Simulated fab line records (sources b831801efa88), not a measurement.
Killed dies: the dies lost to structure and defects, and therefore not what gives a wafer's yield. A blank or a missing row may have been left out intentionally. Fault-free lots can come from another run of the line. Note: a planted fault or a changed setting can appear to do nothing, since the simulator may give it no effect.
fab line records	flow sfqLine
record lots=5	wafers=23
route steps=325 shown M2@95 I2@103 M3@126 I3@141 M4@149 I4@168
startH: hours from the record's first day to the start of the lot's first wafer shown	waitH: hours from the lot's prior step to this one	" the same as in the row above	L1.1+2: one row covering several wafers at once	- value missing, or start not given	* or withheld: withheld	< > ~ a bound
route shown NAME@n: NAME is a module with steps in the file, n the number in the route of the first one	usual: mean/standard deviation taken from wafers without a fault	same: alike in all rows	chamber/n: place in a boat	sites: each site's reading	_std_site: the values' standard deviation	_edge_site: inner sites' mean taken away from outer sites' mean	radiusMm: how far each site lies from the wafer's centre	mask NAME#n: copy n	behind: tool/chamber where the wafer was last shaped	hold: the reason the lot was held/the length of the hold in hours/how it ended	device: the n, p or np transistor that did not switch	end of line: at the end of the route, the tests of the same wafers	a step with no rows: only its recipe	killed: the dies lost at the first sort to structure and to defects; this is not the yield of the wafer	map: dies across one wafer; x = killed, . = not, _ = none there
set.NAME: the run value of the setting; set.NAME@STEP: its run value at that earlier step	model.NAME: the simulator's own value behind a step, which no gauge read
lots run with intentionally changed settings; tables by step, rows by wafer
## steps
# step SFQ_TRILAYER_M2_LITHO_EXPOSE_058
# recipe maskId=M2	na=0.6	sourceShape=conventional	sigmaOuter=0.65	targetCdNm=500	doseMj=14.4
lot.wafer	tool	chamber	startH	waitH	mask	set.doseMj
L074.2+3+5	krfScanner-02	0	551.50	-	M2#0	14.4
L074.4+6	"	0	"	"	M2#0	13.57
L075.1+3+4	krfScanner-01	0	582.63	-	M2#0	15.18
L075.5+6	"	0	"	"	M2#0	14.4
L078.1+2+6	krfScanner-02	0	611.55	-	M2#0	14.4
L080.1+2+6	krfScanner-01	0	645.53	-	M2#0	14.4
L080.4+5	"	0	"	"	M2#0	13.9
L084.1+4+6	krfScanner-02	0	707.98	-	M2#0	14.4
L084.3+5	"	0	"	"	M2#0	15.03
# step SFQ_TRILAYER_M2_LITHO_PEB_060
# recipe pebTempC=115	pebTimeS=60	resist=KrF
# step SFQ_TRILAYER_M2_LITHO_DEVELOP_059
# recipe timeS=60	resist=KrF
# step SFQ_TRILAYER_M2_BARC_OPEN_METAL_ETCH_077
# recipe maskMaterial=PR	chemistry=O2	targetDepthNm=125	target=BARC	icpW=600	biasW=80	pressureMtorr=10	timeS=41.7
lot.wafer	tool	chamber	startH	waitH	set.doseMj@TRILAYER_M2_LITHO_EXPOSE_058	model.M2.cdNm
L074.2	rieMetal-04	1	552.84	0.0	14.4	498.6
L074.3	"	0	"	"	14.4	498.7
L074.4	"	1	"	"	13.57	509.7
L074.5	"	1	"	"	14.4	497.7
L074.6	"	0	"	"	13.57	508.2
L075.1	rieMetal-04	0	584.17	0.0	15.18	488.3
L075.3	"	1	"	"	15.18	489.4
L075.4	"	0	"	"	15.18	488.5
L075.5	"	1	"	"	14.4	497
L075.6	"	0	"	"	14.4	496.6
L078.1	rieMetal-04	1	613.09	0.0	14.4	500.6
L078.2	"	0	"	"	14.4	498.9
L078.6	"	0	"	"	14.4	499
L080.1	rieMetal-04	0	647.07	0.0	14.4	501.2
L080.2	"	1	"	"	14.4	502.3
L080.4	"	0	"	"	13.9	507.6
L080.5	"	1	"	"	13.9	508.1
L080.6	"	0	"	"	14.4	500.6
L084.1	rieMetal-01	1	709.52	0.0	14.4	499.4
L084.3	"	0	"	"	15.03	492.4
L084.4	"	1	"	"	14.4	498.7
L084.5	"	0	"	"	15.03	491.3
L084.6	"	1	"	"	14.4	498.6
# step SFQ_TRILAYER_M2_ETCH_METAL_ETCH_060
# recipe target=Nb	stopOn=SiO2	maskMaterial=PR	chemistry=Cl2/Ar	targetDepthNm=240	icpW=600	biasW=80	pressureMtorr=10	timeS=118.4
lot.wafer	tool	chamber	startH	waitH	set.doseMj@TRILAYER_M2_LITHO_EXPOSE_058	model.M2.cdNm
L074.2	rieMetal-04	1	552.90	0.0	14.4	499
L074.3	"	0	"	"	14.4	500.8
L074.4	"	1	"	"	13.57	510.6
L074.5	"	1	"	"	14.4	498.8
L074.6	"	0	"	"	13.57	508.8
L075.1	rieMetal-04	0	584.22	0.0	15.18	489.8
L075.3	"	1	"	"	15.18	491.1
L075.4	"	0	"	"	15.18	490.6
L075.5	"	1	"	"	14.4	498.5
L075.6	"	0	"	"	14.4	498.6
L078.1	rieMetal-04	1	613.15	0.0	14.4	502.1
L078.2	"	0	"	"	14.4	499.3
L078.6	"	0	"	"	14.4	498.6
L080.1	rieMetal-04	0	647.12	0.0	14.4	500.6
L080.2	"	1	"	"	14.4	503.3
L080.4	"	0	"	"	13.9	507.1
L080.5	"	1	"	"	13.9	508.5
L080.6	"	0	"	"	14.4	499.3
L084.1	rieMetal-01	1	709.58	0.0	14.4	499.7
L084.3	"	0	"	"	15.03	493.4
L084.4	"	1	"	"	14.4	497.9
L084.5	"	0	"	"	15.03	492.6
L084.6	"	1	"	"	14.4	499.4
# step SFQ_TRILAYER_I2_DEP_PECVD_063
# recipe material=SiO2	tempC=150	timeS=111.11	pressureTorr=2.4	rfW=183.3	precursor=SiH4/N2O	targetThkNm=500
lot.wafer	tool	chamber	startH	waitH	set.timeS	model.SiO2_of_TRILAYER_I2_DEP_PECVD_063.thkNm
L074.2	pecvd-03	1	553.80	0.0	111.11	499.5
L074.3	"	0	"	"	127.6	573.9
L074.4	"	2	"	"	127.6	587.8
L074.5	"	1	"	"	127.6	585.7
L074.6	"	0	"	"	111.11	509.8
L075.1	pecvd-01	0	585.12	0.0	122.3	552.2
L075.3	"	1	"	"	111.11	498
L075.4	"	0	"	"	122.3	564.7
L075.5	"	2	"	"	111.11	505
L075.6	"	1	"	"	122.3	554.9
L078.1	pecvd-03	0	614.05	0.0	111.11	486.6
L078.2	"	2	"	"	111.11	495.2
L078.6	"	1	"	"	111.11	501.5
L080.1	pecvd-03	0	648.02	0.0	111.11	490.1
L080.2	"	2	"	"	111.11	498.3
L080.4	"	2	"	"	111.11	500.3
L080.5	"	1	"	"	111.11	503.7
L080.6	"	0	"	"	111.11	495.8
L084.1	pecvd-04	0	710.65	0.0	111.11	492.7
L084.3	"	2	"	"	111.11	484.3
L084.4	"	1	"	"	124.7	564.8
L084.5	"	0	"	"	124.7	562.5
L084.6	"	2	"	"	124.7	563.5
# step SFQ_TRILAYER_I2_CMP_CMP_064
# recipe material=SiO2	downForcePsi=3	platenRpm=60	padVelocityMS=0.94248
# usual timeToEndpointS=217/7.3
lot.wafer	tool	chamber	startH	waitH	set.timeS@TRILAYER_I2_DEP_PECVD_063	timeToEndpointS
L074.4	cmp-02	3	553.88	0.0	127.6	292
L074.3	"	0	"	"	127.6	268
L074.2	"	1	"	"	111.11	217
L074.6	"	3	555.88	2.0	111.11	232
L074.5	"	0	"	"	127.6	277
L075.4	cmp-02	0	585.20	0.0	122.3	266
L075.3	"	2	586.20	1.0	111.11	220
L075.1	"	3	"	"	122.3	263
L075.5	"	0	"	"	111.11	224
L075.6	"	1	"	"	122.3	266
L078.2	cmp-01	2	615.38	1.3	111.11	209
L078.1	"	3	"	"	111.11	210
L078.6	"	3	617.88	3.8	111.11	222
L080.2	cmp-02	3	648.10	0.0	111.11	220
L080.4	"	1	649.10	1.0	111.11	225
L080.1	"	2	"	"	111.11	212
L080.5	"	3	"	"	111.11	226
L080.6	"	0	"	"	111.11	212
L084.1	cmp-01	1	710.73	0.0	111.11	211
L084.4	"	2	"	"	124.7	264
L084.3	"	3	"	"	111.11	206
L084.5	"	1	712.73	2.0	124.7	264
L084.6	"	2	"	"	124.7	258
# step SFQ_TRILAYER_I2_VIA_LITHO_EXPOSE_068
# recipe maskId=I2	na=0.6	sourceShape=conventional	sigmaOuter=0.65	targetCdNm=500	doseMj=21.3
lot.wafer	tool	chamber	startH	waitH	mask	set.doseMj
L074.2+3+4+5+6	krfScanner-01	0	727.51	-	I2#0	21.3
L075.1+3+4+5+6	krfScanner-01	0	756.62	-	I2#0	21.3
L078.1+2+6	krfScanner-01	0	784.22	-	I2#0	21.3
L080.1+4+6	krfScanner-01	0	815.90	-	I2#0	21.3
L080.2+5	"	0	"	"	I2#0	20.76
L084.1+5+6	krfScanner-01	0	871.62	-	I2#0	22.19
L084.3+4	"	0	"	"	I2#0	21.3
# step SFQ_TRILAYER_I2_VIA_LITHO_PEB_070
# recipe pebTempC=115	pebTimeS=60	resist=KrF
# step SFQ_TRILAYER_I2_VIA_LITHO_DEVELOP_069
# recipe timeS=60	resist=KrF
# step SFQ_TRILAYER_I2_VIA_BARC_OPEN_VIA_ETCH_096
# recipe maskMaterial=PR	chemistry=O2	targetDepthNm=125	target=BARC	sourceW=500	biasW=80	pressureMtorr=30	timeS=41.7
lot.wafer	tool	chamber	startH	waitH	set.doseMj@TRILAYER_I2_VIA_LITHO_EXPOSE_068	model.I2.cdNm
L074.2	rieDiel-02	2	729.02	0.0	21.3	498.8
L074.3	"	3	"	"	21.3	500
L074.4	"	0	"	"	21.3	498.9
L074.5	"	3	"	"	21.3	500.3
L074.6	"	2	"	"	21.3	499.5
L075.1	rieDiel-01	0	758.15	0.0	21.3	499.2
L075.3	"	1	"	"	21.3	497
L075.4	"	2	"	"	21.3	497.4
L075.5	"	0	"	"	21.3	499.3
L075.6	"	3	"	"	21.3	498.7
L078.1	rieDiel-04	2	785.75	0.0	21.3	497.1
L078.2	"	1	"	"	21.3	498.5
L078.6	"	3	"	"	21.3	498.4
L080.1	rieDiel-02	1	817.43	0.0	21.3	499.5
L080.2	"	0	"	"	20.76	494.4
L080.4	"	2	"	"	21.3	500
L080.5	"	0	"	"	20.76	496.9
L080.6	"	1	"	"	21.3	499.6
L084.1	rieDiel-02	0	873.16	0.0	22.19	505.4
L084.3	"	3	"	"	21.3	499.4
L084.4	"	2	"	"	21.3	499.1
L084.5	"	3	"	"	22.19	506.4
L084.6	"	0	"	"	22.19	505.5
# step SFQ_TRILAYER_M3_LITHO_PEB_078
# recipe pebTempC=115	pebTimeS=60	resist=KrF
lot.wafer	tool	chamber	startH	waitH	set.pebTimeS
L074.2+4+6	lithoTrack-03	0	749.40	0.8	66.64
L074.3+5	"	0	"	"	60
L075.1+3+5	lithoTrack-03	0	761.85	1.0	60
L075.4+6	"	0	"	"	51.42
L078.1+2+6	lithoTrack-02	0	789.05	1.0	60
L080.1+5	lithoTrack-02	0	820.74	1.0	60
L080.2+4+6	"	0	"	"	52.41
L084.1+5	lithoTrack-03	0	886.90	1.0	60
L084.3+4+6	"	0	"	"	68.46
# step SFQ_TRILAYER_M3_LITHO_DEVELOP_077
# recipe timeS=60	resist=KrF
# step SFQ_TRILAYER_M3_BARC_OPEN_METAL_ETCH_100
# recipe maskMaterial=PR	chemistry=O2	targetDepthNm=125	target=BARC	icpW=600	biasW=80	pressureMtorr=10	timeS=41.7
lot.wafer	tool	chamber	startH	waitH	set.pebTimeS@TRILAYER_M3_LITHO_PEB_078	model.M3.cdNm
L074.2	rieMetal-03	1	749.71	0.0	66.64	488.2
L074.3	"	1	"	"	60	501.5
L074.4	"	0	"	"	66.64	487.2
L074.5	"	0	"	"	60	502
L074.6	"	1	"	"	66.64	486.9
L075.1	rieMetal-02	1	762.19	0.0	60	501.4
L075.3	"	1	"	"	60	502.3
L075.4	"	0	"	"	51.42	526.8
L075.5	"	1	"	"	60	502.5
L075.6	"	0	"	"	51.42	527.1
L078.1	rieMetal-03	1	789.39	0.0	60	502.5
L078.2	"	0	"	"	60	501.2
L078.6	"	1	"	"	60	501.4
L080.1	rieMetal-02	0	821.07	0.0	60	503.7
L080.2	"	1	"	"	52.41	522.9
L080.4	"	1	"	"	52.41	523.5
L080.5	"	0	"	"	60	503.5
L080.6	"	1	"	"	52.41	524
L084.1	rieMetal-02	0	887.24	0.0	60	505.6
L084.3	"	1	"	"	68.46	486.6
L084.4	"	0	"	"	68.46	487.7
L084.5	"	1	"	"	60	504
L084.6	"	0	"	"	68.46	487.2
# step SFQ_TRILAYER_M3_ETCH_METAL_ETCH_078
# recipe target=Nb	stopOn=SiO2	maskMaterial=PR	chemistry=Cl2/Ar	targetDepthNm=240	icpW=600	biasW=80	pressureMtorr=10	timeS=120
lot.wafer	tool	chamber	startH	waitH	set.icpW	model.KrF_of_TRILAYER_M3_LITHO_COAT_075.thkNm
L074.2	rieMetal-03	1	749.77	0.0	600	377.7
L074.3	"	1	"	"	624	370.8
L074.4	"	0	"	"	600	380.4
L074.5	"	0	"	"	600	382.7
L074.6	"	1	"	"	624	373.3
L075.1	rieMetal-02	1	762.25	0.0	600	375.6
L075.3	"	1	"	"	568.9	383.3
L075.4	"	0	"	"	568.9	387
L075.5	"	1	"	"	568.9	383.4
L075.6	"	0	"	"	600	379.1
L078.1	rieMetal-03	1	789.45	0.0	600	377.2
L078.2	"	0	"	"	600	377.4
L078.6	"	1	"	"	600	376
L080.1	rieMetal-02	0	821.13	0.0	561.1	387.3
L080.2	"	1	"	"	561.1	387.4
L080.4	"	1	"	"	600	377.6
L080.5	"	0	"	"	600	380.8
L080.6	"	1	"	"	600	378.9
L084.1	rieMetal-02	0	887.30	0.0	534.7	398.3
L084.3	"	1	"	"	600	378.3
L084.4	"	0	"	"	534.7	396
L084.5	"	1	"	"	600	378.2
L084.6	"	0	"	"	600	383.9
# step SFQ_TRILAYER_I3_VIA_LITHO_PEB_088
# recipe pebTempC=115	pebTimeS=60	resist=KrF
lot.wafer	tool	chamber	startH	waitH	set.pebTempC
L074.2+3	lithoTrack-03	0	903.73	0.8	111.6
L074.4+5+6	"	0	"	"	115
L075.1+3+4+5+6	lithoTrack-02	0	911.85	1.0	115
L078.1+2+6	lithoTrack-01	0	933.45	1.0	115
L080.1+2+4	lithoTrack-02	0	961.45	1.0	115
L080.5+6	"	0	"	"	113.2
L084.1+3+4+5+6	lithoTrack-01	0	1041.88	1.0	115
# step SFQ_TRILAYER_I3_VIA_LITHO_DEVELOP_087
# recipe timeS=60	resist=KrF
# step SFQ_TRILAYER_I3_VIA_BARC_OPEN_VIA_ETCH_121
# recipe maskMaterial=PR	chemistry=O2	targetDepthNm=125	target=BARC	sourceW=500	biasW=80	pressureMtorr=30	timeS=41.7
lot.wafer	tool	chamber	startH	waitH	set.pebTempC@TRILAYER_I3_VIA_LITHO_PEB_088	model.I3.cdNm
L074.2	rieDiel-01	1	904.04	0.0	111.6	430.6
L074.3	"	0	"	"	111.6	428.8
L074.4	"	2	"	"	115	499.1
L074.5	"	0	"	"	115	500.7
L074.6	"	1	"	"	115	500.4
L075.1	rieDiel-03	1	912.18	0.0	115	500.1
L075.3	"	3	"	"	115	498.9
L075.4	"	3	"	"	115	500
L075.5	"	1	"	"	115	498.5
L075.6	"	2	"	"	115	499.3
L078.1	rieDiel-04	2	933.78	0.0	115	500
L078.2	"	1	"	"	115	499
L078.6	"	0	"	"	115	499.6
L080.1	rieDiel-01	3	961.78	0.0	115	499.5
L080.2	"	1	"	"	115	500.6
L080.4	"	2	"	"	115	499.9
L080.5	"	0	"	"	113.2	464.3
L080.6	"	1	"	"	113.2	465.9
L084.1	rieDiel-01	1	1042.22	0.0	115	500.3
L084.3	"	2	"	"	115	498.7
L084.4	"	3	"	"	115	499.4
L084.5	"	0	"	"	115	500.5
L084.6	"	3	"	"	115	499.6
# step SFQ_TRILAYER_M4_DEP_SPUTTER_091
# recipe material=Nb	basePressurePa=1.33e-06	chamberPressurePa=0.1333	substrateTempC=20	resputterCathodeVoltageV=400	targetThkNm=200	powerW=2000	timeS=133.3
lot.wafer	tool	chamber	startH	waitH	set.timeS	model.Nb_of_TRILAYER_M4_DEP_SPUTTER_091.thkNm
L074.2	pvdSputter-06	-	905.00	0.0	133.3	196.6
L074.3	"	-	"	"	127.1	188.6
L074.4	"	-	"	"	133.3	195.8
L074.5	"	-	"	"	127.1	189.9
L074.6	"	-	"	"	127.1	187.7
L075.1	pvdSputter-04	-	913.14	0.0	133.3	200.1
L075.3	"	-	"	"	133.3	199.3
L075.4	"	-	"	"	133.3	197
L075.5	"	-	"	"	123.2	182
L075.6	"	-	"	"	123.2	185.7
L078.1	pvdSputter-06	-	934.74	0.0	133.3	199.5
L078.2	"	-	"	"	133.3	198.9
L078.6	"	-	"	"	133.3	199.8
L080.1	pvdSputter-04	-	962.74	0.0	146.1	221.6
L080.2	"	-	"	"	133.3	196.2
L080.4	"	-	"	"	133.3	199.8
L080.5	"	-	"	"	133.3	200.7
L080.6	"	-	"	"	146.1	218.1
L084.1	pvdSputter-05	-	1043.17	0.0	133.3	197.5
L084.3	"	-	"	"	133.3	198.2
L084.4	"	-	"	"	133.3	199.5
L084.5	"	-	"	"	133.3	199.2
L084.6	"	-	"	"	133.3	198.4
# step SFQ_M4_RS_MEAS_924
# recipe thkMeasGauge=four-point-probe	reads=Nb_of_TRILAYER_M4_DEP_SPUTTER_091
# usual M4_NB_RS=0.893/0.0097
lot.wafer	tool	chamber	startH	waitH	set.timeS@TRILAYER_M4_DEP_SPUTTER_091	M4_NB_RS[ohm/sq]
L074.2	filmMetro-01	-	905.11	0.1	133.3	0.906
L074.3	"	-	"	"	127.1	0.943
L074.4	"	-	"	"	133.3	0.910
L074.5	"	-	"	"	127.1	0.937
L074.6	"	-	"	"	127.1	0.947
L075.1	filmMetro-01	-	913.23	0.0	133.3	0.889
L075.3	"	-	"	"	133.3	0.894
L075.4	"	-	"	"	133.3	0.904
L075.5	"	-	"	"	123.2	0.980
L075.6	"	-	"	"	123.2	0.961
L078.1	filmMetro-01	-	934.83	0.0	133.3	0.893
L078.2	"	-	"	"	133.3	0.896
L078.6	"	-	"	"	133.3	0.891
L080.1	filmMetro-02	-	962.83	0.0	146.1	0.801
L080.2	"	-	"	"	133.3	0.906
L080.4	"	-	"	"	133.3	0.891
L080.5	"	-	"	"	133.3	0.886
L080.6	"	-	"	"	146.1	0.816
L084.1	filmMetro-01	-	1043.26	0.0	133.3	0.900
L084.3	"	-	"	"	133.3	0.897
L084.4	"	-	"	"	133.3	0.894
L084.5	"	-	"	"	133.3	0.893
L084.6	"	-	"	"	133.3	0.896
# step SFQ_TRILAYER_M4_LITHO_PEB_096
# recipe pebTempC=115	pebTimeS=60	resist=KrF
lot.wafer	tool	chamber	startH	waitH	set.pebTempC
L074.2+6	lithoTrack-04	0	1035.90	0.8	117.1
L074.3+4+5	"	0	"	"	115
L075.1+4+5	lithoTrack-04	0	1045.48	1.0	116.4
L075.3+6	"	0	"	"	115
L078.1+2+6	lithoTrack-04	0	1070.68	1.0	115
L080.1+4+5	lithoTrack-03	0	1092.40	1.0	117.8
L080.2+6	"	0	"	"	115
L084.1+6	lithoTrack-04	0	1167.05	1.0	112.5
L084.3+4+5	"	0	"	"	115
# step SFQ_TRILAYER_M4_LITHO_DEVELOP_095
# recipe timeS=60	resist=KrF
# step SFQ_TRILAYER_M4_BARC_OPEN_METAL_ETCH_123
# recipe maskMaterial=PR	chemistry=O2	targetDepthNm=125	target=BARC	icpW=600	biasW=78.85	pressureMtorr=10	timeS=41.7
lot.wafer	tool	chamber	startH	waitH	set.pebTempC@TRILAYER_M4_LITHO_PEB_096	model.M4.cdNm
L074.2	rieMetal-04	1	1036.22	0.0	117.1	465.8
L074.3	"	1	"	"	115	500.1
L074.4	"	0	"	"	115	499.9
L074.5	"	0	"	"	115	500
L074.6	"	1	"	"	117.1	465.1
L075.1	rieMetal-01	1	1045.82	0.0	116.4	474.7
L075.3	"	0	"	"	115	500.5
L075.4	"	1	"	"	116.4	475.5
L075.5	"	1	"	"	116.4	476.7
L075.6	"	0	"	"	115	501.6
L078.1	rieMetal-01	1	1071.02	0.0	115	498.9
L078.2	"	0	"	"	115	501.5
L078.6	"	0	"	"	115	499.3
L080.1	rieMetal-03	0	1092.74	0.0	117.8	454.3
L080.2	"	1	"	"	115	498.3
L080.4	"	0	"	"	117.8	454.2
L080.5	"	1	"	"	117.8	454.1
L080.6	"	0	"	"	115	498.5
L084.1	rieMetal-01	1	1167.39	0.0	112.5	550.3
L084.3	"	1	"	"	115	499.7
L084.4	"	1	"	"	115	499
L084.5	"	1	"	"	115	500.8
L084.6	"	1	"	"	112.5	548.5
# step SFQ_TRILAYER_M4_ETCH_METAL_ETCH_096
# recipe target=Nb	stopOn=SiO2	maskMaterial=PR	chemistry=Cl2/Ar	targetDepthNm=240	icpW=600	biasW=80	pressureMtorr=10	timeS=120
lot.wafer	tool	chamber	startH	waitH	set.timeS	model.KrF_of_TRILAYER_M4_LITHO_COAT_093.thkNm
L074.2	rieMetal-04	1	1036.28	0.0	109.5	393.1
L074.3	"	1	"	"	109.5	393.7
L074.4	"	0	"	"	120	381.2
L074.5	"	0	"	"	109.5	392
L074.6	"	1	"	"	120	380.9
L075.1	rieMetal-01	1	1045.88	0.0	120	377.9
L075.3	"	0	"	"	129.8	369.2
L075.4	"	1	"	"	120	378.6
L075.5	"	1	"	"	129.8	-
L075.6	"	0	"	"	120	-
L078.1	rieMetal-01	1	1071.08	0.0	120	377.1
L078.2	"	0	"	"	120	382.3
L078.6	"	0	"	"	120	382.9
L080.1	rieMetal-03	0	1092.80	0.0	120	-
L080.2	"	1	"	"	120	381.3
L080.4	"	0	"	"	132.2	365.4
L080.5	"	1	"	"	120	378.3
L080.6	"	0	"	"	132.2	-
L084.1	rieMetal-01	1	1167.51	0.1	120	380.9
L084.3	"	1	"	"	109.3	393.2
L084.4	"	1	"	"	120	379.1
L084.5	"	1	"	"	109.3	392.7
L084.6	"	1	"	"	120	380.5
# step SFQ_TRILAYER_I4_VIA_LITHO_COAT_103
# recipe resist=KrF	spinRpm=3000	resistThkNm=650
lot.wafer	tool	chamber	startH	waitH	set.spinRpm	model.KrF_of_TRILAYER_I4_VIA_LITHO_COAT_103.thkNm
L074.2	lithoTrack-02	0	1046.90	0.2	3000	649.7
L074.3	"	0	"	"	3000	650.6
L074.4	"	0	"	"	3000	648.9
L074.5	"	0	"	"	2883	660.8
L074.6	"	0	"	"	2883	665.7
L075.1	lithoTrack-02	0	1053.27	0.2	3000	654.4
L075.3	"	0	"	"	2892	665.2
L075.4	"	0	"	"	2892	663.9
L075.5	"	0	"	"	3000	653.7
L075.6	"	0	"	"	2892	665.8
L078.1	lithoTrack-04	0	1084.80	0.2	3000	647.8
L078.2	"	0	"	"	3000	651.4
L078.6	"	0	"	"	3000	649.7
L080.1	lithoTrack-02	0	1105.80	0.2	3000	651.6
L080.2	"	0	"	"	2875	665.7
L080.4	"	0	"	"	3000	654.6
L080.5	"	0	"	"	2875	665.6
L080.6	"	0	"	"	3000	652.5
L084.1	lithoTrack-04	0	1183.80	0.2	3000	649.2
L084.3	"	0	"	"	3000	651.6
L084.4	"	0	"	"	3000	650.7
L084.5+6	"	0	"	"	2786	676.2
## key
split step=SFQ_TRILAYER_M2_LITHO_EXPOSE_058	setting=doseMj	stated=14.4	by=wafer
response step=SFQ_TRILAYER_M2_BARC_OPEN_METAL_ETCH_077	reading=model.M2.cdNm	change=-1.68	per=1%	r=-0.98
response step=SFQ_TRILAYER_M2_ETCH_METAL_ETCH_060	reading=model.M2.cdNm	change=-1.63	per=1%	r=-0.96
split step=SFQ_TRILAYER_I2_DEP_PECVD_063	setting=timeS	stated=111.11	by=wafer
response step=SFQ_TRILAYER_I2_DEP_PECVD_063	reading=model.SiO2_of_TRILAYER_I2_DEP_PECVD_063.thkNm	change=+5.59	per=1%	r=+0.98
response step=SFQ_TRILAYER_I2_CMP_CMP_064	reading=timeToEndpointS	change=*	per=1%	r=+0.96
split step=SFQ_TRILAYER_I2_VIA_LITHO_EXPOSE_068	setting=doseMj	stated=21.3	by=wafer
response step=SFQ_TRILAYER_I2_VIA_BARC_OPEN_VIA_ETCH_096	reading=model.I2.cdNm	change=+1.58	per=1%	r=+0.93
split step=SFQ_TRILAYER_M3_LITHO_PEB_078	setting=pebTimeS	stated=60	by=wafer
response step=SFQ_TRILAYER_M3_BARC_OPEN_METAL_ETCH_100	reading=model.M3.cdNm	change=-1.48	per=1%	r=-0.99
split step=SFQ_TRILAYER_M3_ETCH_METAL_ETCH_078	setting=icpW	stated=600	by=wafer
response step=SFQ_TRILAYER_M3_ETCH_METAL_ETCH_078	reading=model.KrF_of_TRILAYER_M3_LITHO_COAT_075.thkNm	change=-1.52	per=1%	r=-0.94
split step=SFQ_TRILAYER_I3_VIA_LITHO_PEB_088	setting=pebTempC	stated=115	by=wafer
response step=SFQ_TRILAYER_I3_VIA_BARC_OPEN_VIA_ETCH_121	reading=model.I3.cdNm	change=+23.5	per=1%	r=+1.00
split step=SFQ_TRILAYER_M4_DEP_SPUTTER_091	setting=timeS	stated=133.3	by=wafer
response step=SFQ_TRILAYER_M4_DEP_SPUTTER_091	reading=model.Nb_of_TRILAYER_M4_DEP_SPUTTER_091.thkNm	change=+2.04	per=1%	r=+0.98
response step=SFQ_M4_RS_MEAS_924	reading=M4_NB_RS	change=-0.00906	per=1%	r=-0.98
split step=SFQ_TRILAYER_M4_LITHO_PEB_096	setting=pebTempC	stated=115	by=wafer
response step=SFQ_TRILAYER_M4_BARC_OPEN_METAL_ETCH_123	reading=model.M4.cdNm	change=-20	per=1%	r=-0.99
split step=SFQ_TRILAYER_M4_ETCH_METAL_ETCH_096	setting=timeS	stated=120	by=wafer
response step=SFQ_TRILAYER_M4_ETCH_METAL_ETCH_096	reading=model.KrF_of_TRILAYER_M4_LITHO_COAT_093.thkNm	change=-1.36	per=1%	r=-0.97
split step=SFQ_TRILAYER_I4_VIA_LITHO_COAT_103	setting=spinRpm	stated=3000	by=wafer
response step=SFQ_TRILAYER_I4_VIA_LITHO_COAT_103	reading=model.KrF_of_TRILAYER_I4_VIA_LITHO_COAT_103.thkNm	change=-3.4	per=1%	r=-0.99
